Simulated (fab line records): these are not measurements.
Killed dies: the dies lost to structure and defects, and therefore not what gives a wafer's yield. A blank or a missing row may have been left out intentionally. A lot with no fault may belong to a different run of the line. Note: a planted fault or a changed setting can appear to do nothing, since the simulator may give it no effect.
The tool behind it: which one?	flow gf180mcu	39 wafers from 13 lots sampled at 2 of the route's 602 steps

## WHAT THE GAUGES SHOWED, per wafer
GF_V3_THK_MEAS_03.
lot	measured	on	V3_CVD_02_THK (nm)
L320	day 21 22:22	film metro-02	852 862 862
L321	day 21 23:22	film metro-03	843 849 853
L324	day 23 07:42	film metro-04	847 847 849
L325	day 23 16:27	film metro-04	833 850 853
L327	day 24 10:43	film metro-02	818 823 845
L328	day 24 15:53	film metro-04	857 869 869
L331	day 25 18:08	film metro-03	835 852 851
L335	day 26 23:59	film metro-03	831 848 844
L337	day 27 08:43	film metro-04	836 835 854
L338	day 27 18:01	film metro-04	848 859 850
L340	day 28 07:53	film metro-04	831 824 837
L341	day 28 10:49	film metro-02	855 844 857
L342	day 28 18:04	film metro-02	858 847 864

GF_V3_OVL_MEAS_15.
lot	measured	on	V3_OVL (nm)
L320	day 22 21:58	overlay-01	2 4 4
L321	day 22 23:10	overlay-01	-4 1 3
L324	day 24 06:28	overlay-01	6 3 -1
L325	day 24 15:05	overlay-01	14 16 12
L327	day 25 08:36	overlay-01	-3 3 0
L328	day 25 14:07	overlay-01	5 5 3
L331	day 26 15:23	overlay-01	-2 0 6
L335	day 27 21:11	overlay-02	3 6 5
L337	day 28 05:08	overlay-01	2 2 1
L338	day 28 13:28	overlay-02	-7 -6 -1
L340	day 29 03:37	overlay-01	1 1 -4
L341	day 29 06:59	overlay-01	-4 -2 -1
L342	day 29 13:15	overlay-02	11 0 7

## EACH LOT AND THE TOOL THAT RAN IT (in order: tool; ch and the chambers of the sampled wafers; start)
The record shows no process step preceding these readings.

## AS READ BY THE TOOLS THEMSELVES (means over the sampled wafers that have a number; for cases with no such wafer, the mark the record gives instead)
The record holds no such reading with a usual standard deviation.

## THE ANSWER, worked out from the rows above alone
Rule: what is usual is taken from the lots themselves. The widest of any qualifying gaps counts: lots, ordered by their means at a reading, are off when they make up no more than a third of the lots, leave a main group of 4 or more, and stand apart from it by 3 or more times the standard deviation of that group's means. If all means in a main group match to the digits the tables above print for the reading, that group is not used. A lot without any number at a reading at which 4 lots or more have one is off too. Where the step has rows for the other lots, those lots are counted as sound. The gauges are gone through in route order, then the tools' own readings, and for those a lot's mean is taken as printed above. At the first step where some lot is off, the reading lying furthest off is the one used; lots without a number count as furthest.
Nothing can be told from this: no lot is off at any reading shown.

## WHAT HAD BEEN PUT IN BY THE SIMULATOR
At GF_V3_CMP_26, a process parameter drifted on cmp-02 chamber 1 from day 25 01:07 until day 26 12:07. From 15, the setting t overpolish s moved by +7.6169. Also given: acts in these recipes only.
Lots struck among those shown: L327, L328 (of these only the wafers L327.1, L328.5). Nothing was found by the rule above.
